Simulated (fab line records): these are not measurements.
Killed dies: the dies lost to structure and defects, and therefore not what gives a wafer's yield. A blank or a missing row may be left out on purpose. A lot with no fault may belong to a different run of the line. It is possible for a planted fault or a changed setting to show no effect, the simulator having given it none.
Chamber matching | flow sky130 | SKY_VIA1_CMP_24 on cmp-01: 4 sister chambers
The step polishes, stops on SiO2, t overpolish 15 s, target thk 0 nm. 8 wafers are shown with their chamber, then 9 later ones without.

WAFERS, EACH WITH ITS CHAMBER
wafer  | chamber | motor current A (A) | time to endpoint s (s)
L181.4 | 1       | 10.8                | 65.1
L181.5 | 1       | 11.0                | 63.6
L186.1 | 3       | 11.3                | 64.1
L186.4 | 0       | 12.9                | 66.7
L186.5 | 2       | 9.5                 | 63.4
L190.2 | 2       | 9.8                 | 63.9
L190.3 | 3       | 10.6                | 63.0
L190.4 | 0       | 12.0                | 68.0

WAFERS MISSING THEIR CHAMBER
wafer  | motor current A (A) | time to endpoint s (s)
L191.1 | 10.8                | 64.7
L191.3 | 9.8                 | 63.7
L191.4 | 12.5                | 65.5
L200.1 | 10.4                | 62.4
L200.3 | 11.9                | 62.7
L200.6 | 9.7                 | 64.0
L202.1 | 9.9                 | 64.1
L202.4 | 10.4                | 60.9
L202.6 | 9.9                 | 64.7

WHICH CHAMBER EACH WENT THROUGH
wafer  | from the rows above          | in truth
L191.1 | can't be placed: 1 or 3      | 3
L191.3 | 2                            | 2
L191.4 | can't be placed: 0 or 1      | 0
L200.1 | can't be placed: 3 or 2 or 1 | 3
L200.3 | can't be placed: 3 or 1      | 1
L200.6 | 2                            | 2
L202.1 | can't be placed: 2 or 1 or 3 | 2
L202.4 | can't be placed: 3 or 2 or 1 | 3
L202.6 | can't be placed: 2 or 1 or 3 | 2
2 of 9 placed correctly. Unplaceable from these rows: 7, with the true chamber sitting among the candidates in 7. Wrongly placed: 0.
How it was worked out, from the rows above alone: a wafer's distance from a chamber is the root of the sum, over the readings, of the square of ((its reading less the chamber's mean) divided by the reading's scatter). The wafer belongs to the nearest chamber; if the next one is less than 2 further off, it can't be placed. Each chamber's mean is taken over the wafers shown for it. The scatter is the square root of a quotient: the sum, over the shown wafers, of each reading's squared deviation from its chamber's mean, divided by wafers minus chambers.
